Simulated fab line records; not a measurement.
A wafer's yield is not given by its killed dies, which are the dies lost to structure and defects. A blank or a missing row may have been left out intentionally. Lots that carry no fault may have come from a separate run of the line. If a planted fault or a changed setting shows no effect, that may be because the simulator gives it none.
fab line records	flow sky130
record lots=14	wafers=42	last_day=50
route steps=708 shown LI_CONTACT@371
lots that met no fault: from a run of the same line without faults
start_h: hours from the record's first day to the start of the lot's first wafer shown	wait_h: time in hours since the lot's previous step	" same as the row above	L1.1+2: several wafers, shown together as one row	- no value, or no start given	* or withheld: withheld	< > ~ a bound
route shown NAME@n: names a module that has steps shown in the file, with the first one's number in the route	usual: average and standard deviation across the fault-free wafers	same: alike in all rows	chamber/n: place in a boat	sites: per-site readings	_std_site: how widely they spread, as a standard deviation	_edge_site: outer sites' mean less inner sites'	radius_mm: how far each site lies from the wafer's centre	mask NAME#n: copy n	behind: the most recent tool/chamber to have shaped the wafer	hold: why the lot was held/for how many hours/how that ended	device: the n, p or np transistor that did not switch	end of line: tests run on the same wafers once the route is complete	where a step has no rows: the recipe by itself	killed: the dies lost at the first sort to structure and to defects; this is not the yield of the wafer	map: the dies of a wafer, with x for killed, . for not killed, _ for no die there
set.NAME: the setting as run; set.NAME@STEP: as run at that earlier step	model.NAME: the simulator's own value behind a step, which no gauge read
route steps across a sampled set of lots; one table per step, one row per wafer
services: a tool's chamber out of use, with start hour (start_h, from the record's first day; less than 0 if before it), hours out, and reason
## steps
# step SKY_LI_CONTACT_EXPOSE_09
# recipe mask_id=LICM1	na=0.8	source_shape=annular	sigma_inner=0.55	sigma_outer=0.85	target_cd_nm=170	dose_mj=38
# usual exposure_dose_mJ_cm2=37.99/0.034	focus_offset_nm=0.1/0.5	na=0.8/0	sigma_inner=0.55/0
lot.wafer	tool	chamber	start_h	wait_h	mask	exposure_dose_mJ_cm2	focus_offset_nm	na	sigma_inner
L254.1	krf_scanner-02	0	669.29	-	LICM1#0	37.96	-0.4	0.8	0.55
L254.2	"	0	"	"	LICM1#0	37.97	-0.1	0.8	0.55
L254.4	"	0	"	"	LICM1#0	37.99	-0.8	0.8	0.55
L255.1	krf_scanner-02	0	683.03	-	LICM1#0	38.00	-0.2	0.8	0.55
L255.2	"	0	"	"	LICM1#0	37.98	-0.3	0.8	0.55
L255.5	"	0	"	"	LICM1#0	37.93	-0.5	0.8	0.55
L256.1	krf_scanner-02	0	684.26	-	LICM1#0	37.98	0.1	0.8	0.55
L256.3	"	0	"	"	LICM1#0	37.98	0.6	0.8	0.55
L256.4	"	0	"	"	LICM1#0	38.02	0.3	0.8	0.55
L263.2	krf_scanner-02	-	757.68	-	LICM1#0	-	-	-	-
L263.3	"	-	"	"	LICM1#0	-	-	-	-
L263.5	"	-	"	"	LICM1#0	-	-	-	-
L264.1	krf_scanner-01	-	767.16	-	LICM1#0	-	-	-	-
L264.2	"	-	"	"	LICM1#0	-	-	-	-
L264.3	"	-	"	"	LICM1#0	-	-	-	-
L265.1	krf_scanner-01	0	770.94	-	LICM1#0	37.96	-0.3	0.8	0.55
L265.3	"	0	"	"	LICM1#0	37.96	0.0	0.8	0.55
L265.4	"	0	"	"	LICM1#0	37.93	0.1	0.8	0.55
L267.1	krf_scanner-02	0	777.84	-	LICM1#0	38.03	0.1	0.8	0.55
L267.2	"	0	"	"	LICM1#0	38.05	0.2	0.8	0.55
L267.4	"	0	"	"	LICM1#0	38.06	-0.6	0.8	0.55
L269.2	krf_scanner-01	0	797.41	-	LICM1#0	37.98	-0.6	0.8	0.55
L269.5	"	0	"	"	LICM1#0	38.02	-0.6	0.8	0.55
L269.6	"	0	"	"	LICM1#0	37.97	0.1	0.8	0.55
L270.2	krf_scanner-02	0	808.73	-	LICM1#0	37.97	-1.1	0.8	0.55
L270.4	"	0	"	"	LICM1#0	37.99	-0.3	0.8	0.55
L270.6	"	0	"	"	LICM1#0	37.98	-0.2	0.8	0.55
L271.1	krf_scanner-02	0	811.13	-	LICM1#0	38.03	0.5	0.8	0.55
L271.4	"	0	"	"	LICM1#0	37.96	0.7	0.8	0.55
L271.5	"	0	"	"	LICM1#0	38.00	1.2	0.8	0.55
L272.3	krf_scanner-02	0	815.88	-	LICM1#0	37.99	0.7	0.8	0.55
L272.4	"	0	"	"	LICM1#0	38.02	0.1	0.8	0.55
L272.6	"	0	"	"	LICM1#0	38.02	0.4	0.8	0.55
L273.1	krf_scanner-01	0	817.37	-	LICM1#0	37.96	0.0	0.8	0.55
L273.3	"	0	"	"	LICM1#0	38.01	0.1	0.8	0.55
L273.4	"	0	"	"	LICM1#0	37.99	0.2	0.8	0.55
L274.2	krf_scanner-01	0	830.65	-	LICM1#0	37.96	0.5	0.8	0.55
L274.3	"	0	"	"	LICM1#0	38.00	0.5	0.8	0.55
L274.6	"	0	"	"	LICM1#0	38.00	0.2	0.8	0.55
L276.1	krf_scanner-01	0	846.42	-	LICM1#0	38.01	-0.1	0.8	0.55
L276.3	"	0	"	"	LICM1#0	37.99	0.3	0.8	0.55
L276.4	"	0	"	"	LICM1#0	37.98	0.7	0.8	0.55
# step SKY_LI_CONTACT_STRIP_16
# recipe chemistry=O2/N2	power_w=1400	pressure_mtorr=1500	platen_temp_c=withheld	o2_flow_sccm=3000	n2_flow_sccm=300	overash_fraction=0.5
# usual drypump_motor_current_A=5.9/0.37	oes_product_au=0.375/0.0053	strip_time_to_endpoint_s=3.48/0.038
lot.wafer	tool	chamber	start_h	wait_h	drypump_motor_current_A	oes_product_au	rf_hours_counter_h	strip_time_to_endpoint_s
L254.1	plasma_asher-03	1	683.28	-	5.5	0.379	57	3.51
L254.2	"	0	"	"	5.6	0.379	57	3.53
L254.4	"	1	"	"	5.5	0.366	-	3.45
L255.1	plasma_asher-03	0	697.13	-	5.6	0.364	58	3.39
L255.2	"	1	"	"	5.5	0.370	58	3.44
L255.5	"	1	"	"	5.5	0.375	-	3.46
L256.1	plasma_asher-01	0	698.73	-	5.9	0.384	98	3.48
L256.3	"	0	"	"	5.8	0.375	-	3.42
L256.4	"	1	"	"	5.7	0.381	-	3.57
L263.2	plasma_asher-02	1	770.41	-	6.0	0.375	33	3.51
L263.3	"	0	"	"	6.6	0.370	-	3.42
L263.5	"	0	"	"	6.6	0.383	-	3.51
L264.1	plasma_asher-01	1	780.62	-	5.6	0.375	3	3.46
L264.2	"	0	"	"	5.8	0.367	3	3.46
L264.3	"	1	"	"	5.7	0.380	-	3.44
L265.1	plasma_asher-01	0	784.38	-	5.9	0.369	4	3.51
L265.3	"	1	"	"	5.7	0.381	-	3.47
L265.4	"	0	"	"	5.8	0.367	-	3.47
L267.1	plasma_asher-03	1	790.78	-	5.5	0.386	68	3.52
L267.2	"	0	"	"	5.6	0.366	68	3.44
L267.4	"	0	"	"	5.6	0.384	-	3.52
L269.2	plasma_asher-02	0	810.12	-	6.6	0.368	37	3.45
L269.5	"	0	"	"	6.6	0.365	-	3.47
L269.6	"	1	"	"	6.1	0.368	-	3.52
L270.2	plasma_asher-03	0	822.82	-	5.6	0.377	71	3.45
L270.4	"	0	"	"	5.6	0.379	-	3.45
L270.6	"	1	"	"	5.5	0.375	-	3.51
L271.1	plasma_asher-03	1	824.63	-	5.5	0.371	71	3.43
L271.4	"	1	"	"	5.5	0.376	-	3.50
L271.5	"	0	"	"	5.6	0.371	-	3.44
L272.3	plasma_asher-02	0	829.55	-	6.6	0.387	-	3.46
L272.4	"	1	"	"	6.1	0.366	-	3.42
L272.6	"	1	"	"	6.1	0.374	-	3.48
L273.1	plasma_asher-03	0	831.47	-	5.6	0.375	72	3.48
L273.3	"	1	"	"	5.5	0.366	-	3.41
L273.4	"	0	"	"	5.6	0.378	-	3.44
L274.2	plasma_asher-02	1	842.97	-	6.1	0.382	40	3.50
L274.3	"	0	"	"	6.6	0.367	-	3.48
L274.6	"	0	"	"	6.6	0.375	-	3.56
L276.1	plasma_asher-02	1	859.97	-	6.1	0.374	42	3.48
L276.3	"	0	"	"	6.6	0.378	-	3.45
L276.4	"	1	"	"	6.1	0.368	-	3.41
# step SKY_LI_CONTACT_RS_MEAS_22
# recipe thk_meas_gauge=four-point-probe	reads=W_of_LI_CONTACT_CVD_21+TiN_of_LI_CONTACT_SPUTTER_20+Ti_of_LI_CONTACT_SPUTTER_19
# usual LI_CONTACT_W_RS=0.286/0.0031
lot.wafer	tool	chamber	start_h	wait_h	LI_CONTACT_W_RS[ohm/sq]
L254.1	film_metro-01	-	684.04	0.1	0.283
L254.2	"	-	"	"	0.286
L254.4	"	-	"	"	0.291
L255.1	film_metro-01	-	697.70	0.1	0.279
L255.2	"	-	"	"	0.281
L255.5	"	-	"	"	0.281
L256.1	film_metro-02	-	699.30	0.1	0.287
L256.3	"	-	"	"	0.289
L256.4	"	-	"	"	0.284
L263.2	film_metro-01	-	770.99	0.1	0.286
L263.3	"	-	"	"	0.289
L263.5	"	-	"	"	0.287
L264.1	film_metro-03	-	781.20	0.1	0.280
L264.2	"	-	"	"	0.284
L264.3	"	-	"	"	0.287
L265.1	film_metro-02	-	784.97	0.1	0.290
L265.3	"	-	"	"	0.285
L265.4	"	-	"	"	0.290
L267.1	film_metro-02	-	791.33	0.1	0.285
L267.2	"	-	"	"	0.286
L267.4	"	-	"	"	0.283
L269.2	film_metro-01	-	810.70	0.1	0.286
L269.5	"	-	"	"	0.289
L269.6	"	-	"	"	0.288
L270.2	film_metro-02	-	823.39	0.1	0.289
L270.4	"	-	"	"	0.287
L270.6	"	-	"	"	0.288
L271.1	film_metro-01	-	825.20	0.1	0.285
L271.4	"	-	"	"	0.287
L271.5	"	-	"	"	0.290
L272.3	film_metro-03	-	830.13	0.1	0.287
L272.4	"	-	"	"	0.288
L272.6	"	-	"	"	0.287
L273.1	film_metro-01	-	832.05	0.1	0.285
L273.3	"	-	"	"	0.283
L273.4	"	-	"	"	0.288
L274.2	film_metro-02	-	843.55	0.1	0.285
L274.3	"	-	"	"	0.283
L274.6	"	-	"	"	0.282
L276.1	film_metro-03	-	860.53	0.1	0.289
L276.3	"	-	"	"	0.286
L276.4	"	-	"	"	0.290
# step SKY_LI_CONTACT_CMP_24
# recipe stop_on=PSG	t_overpolish_s=20	down_force_psi=3.5	platen_rpm=60	target_thk_nm=0	pad_velocity_m_s=0.94248
# usual motor_current_A=11.5/1.1	overpolish_run_s=20.000/0.0096	time_to_endpoint_s=96/3.6
lot.wafer	tool	chamber	start_h	wait_h	motor_current_A	overpolish_run_s	time_to_endpoint_s
L254.4	cmp-02	3	684.22	0.0	11.2	19.998	96
L254.1	"	0	"	"	10.2	20.010	97
L254.2	"	2	"	"	11.7	20.012	98
L255.1	cmp-02	3	697.93	0.1	11.8	19.982	103
L255.2	"	1	"	"	13.0	19.994	99
L255.5	"	2	"	"	11.7	19.998	102
L256.3	cmp-02	3	699.48	0.0	11.5	20.010	99
L256.1	"	0	"	"	10.3	20.008	97
L256.4	"	1	"	"	12.9	19.994	97
L263.3	cmp-02	1	771.20	0.1	11.4	19.980	97
L263.2	"	3	"	"	10.9	19.990	100
L263.5	"	0	"	"	10.1	19.990	98
L264.1	cmp-02	0	781.38	0.1	10.2	20.008	97
L264.3	"	1	"	"	13.0	19.997	92
L264.2	"	3	"	"	11.3	20.015	100
L265.3	cmp-02	1	785.15	0.0	12.2	19.998	97
L265.4	"	2	"	"	11.8	19.988	96
L265.1	"	0	"	"	10.1	19.990	91
L267.2	cmp-02	2	791.51	0.0	11.6	19.992	103
L267.1	"	3	"	"	10.9	20.000	99
L267.4	"	0	"	"	10.2	20.015	95
L269.2	cmp-01	0	810.96	0.1	10.8	19.989	101
L269.6	"	2	"	"	14.0	20.015	97
L269.5	"	3	"	"	12.4	19.989	96
L270.2	cmp-02	3	823.58	0.1	11.4	20.003	95
L270.4	"	2	"	"	11.6	19.985	95
L270.6	"	0	"	"	9.8	20.017	94
L271.4	cmp-02	3	825.43	0.1	11.6	19.998	96
L271.1	"	1	"	"	12.8	19.992	93
L271.5	"	2	"	"	11.6	20.002	92
L272.3	cmp-01	1	830.32	0.1	11.4	20.015	89
L272.4	"	3	"	"	12.0	19.995	94
L272.6	"	0	"	"	10.5	20.005	95
L273.4	cmp-01	1	832.50	0.3	11.2	20.006	92
L273.3	"	2	"	"	13.5	20.004	96
L273.1	"	3	"	"	11.5	20.002	95
L274.3	cmp-01	2	843.76	0.1	13.8	20.008	101
L274.2	"	3	"	"	11.8	19.997	95
L274.6	"	2	"	"	14.3	19.994	100
L276.1	cmp-01	0	861.00	0.3	11.0	20.002	95
L276.4	"	1	"	"	11.5	20.008	89
L276.3	"	3	"	"	11.7	20.002	94
## services
tool	chamber	start_h	hours	kind
cmp-02	-	646.84	9.8	repair
cmp-02	-	651.36	0.5	repair
plasma_asher-02	-	686.47	2.8	pm
cmp-01	-	694.52	0.4	repair
krf_scanner-02	-	717.04	1.3	pm
krf_scanner-02	-	725.78	9.4	repair
cmp-01	-	733.63	9.0	pm
krf_scanner-01	-	736.42	4.4	pm
krf_scanner-01	-	740.79	1.3	pm
krf_scanner-01	-	742.09	1.0	pm
krf_scanner-02	-	743.21	3.6	pm
cmp-01	-	744.00	4.0	pm
krf_scanner-01	-	760.02	2.6	repair
krf_scanner-02	-	766.04	7.2	pm
krf_scanner-01	-	773.24	0.8	pm
krf_scanner-01	-	773.99	0.8	pm
krf_scanner-02	-	783.85	0.8	pm
krf_scanner-02	-	786.52	2.3	repair
cmp-02	-	796.42	4.6	repair
krf_scanner-02	-	796.74	1.0	pm
cmp-02	-	824.73	0.3	repair
cmp-02	-	828.86	4.7	pm
krf_scanner-01	-	843.20	1.3	pm
krf_scanner-01	-	855.15	0.2	repair
## key
first_sign step=SKY_LI_CONTACT_EXPOSE_09	reading=tool_record	direction=missing
effect none on later readings
met_at SKY_LI_CONTACT_EXPOSE_09
struck_lots L263,L264
later_rows_left_out L263.2,L263.3,L263.5,L264.1,L264.2,L264.3
sort_left_out L263.2,L263.3,L263.5,L264.1,L264.2,L264.3
tester_left_out L263,L264
not_acting_at SKY_LI_CONTACT_STRIP_16,SKY_LI_CONTACT_RS_MEAS_22,SKY_LI_CONTACT_CMP_24
onset_between 684.26 757.68
fault kind=skipped_step_whole	tool=krf_scanner-01,krf_scanner-02	chamber=-	onset_h=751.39	steps=SKY_LI_CONTACT_EXPOSE_09	scope=struck_lots_only
# tester_left_out: of these lots the tester's yield and bins aren't shown, on N5 and GAA mostly nor the transistor test; their killed dies are dies lost to structure and defects alone, not to doping, threshold or leakage, so they don't give the yield
# sort_left_out: the simulated sort isn't trusted on such a fault, so these wafers' sort isn't shown, and their yield isn't known
# later_rows_left_out: the simulator's readings of these wafers behind a module that went badly wrong aren't trusted and aren't shown, but for the sort
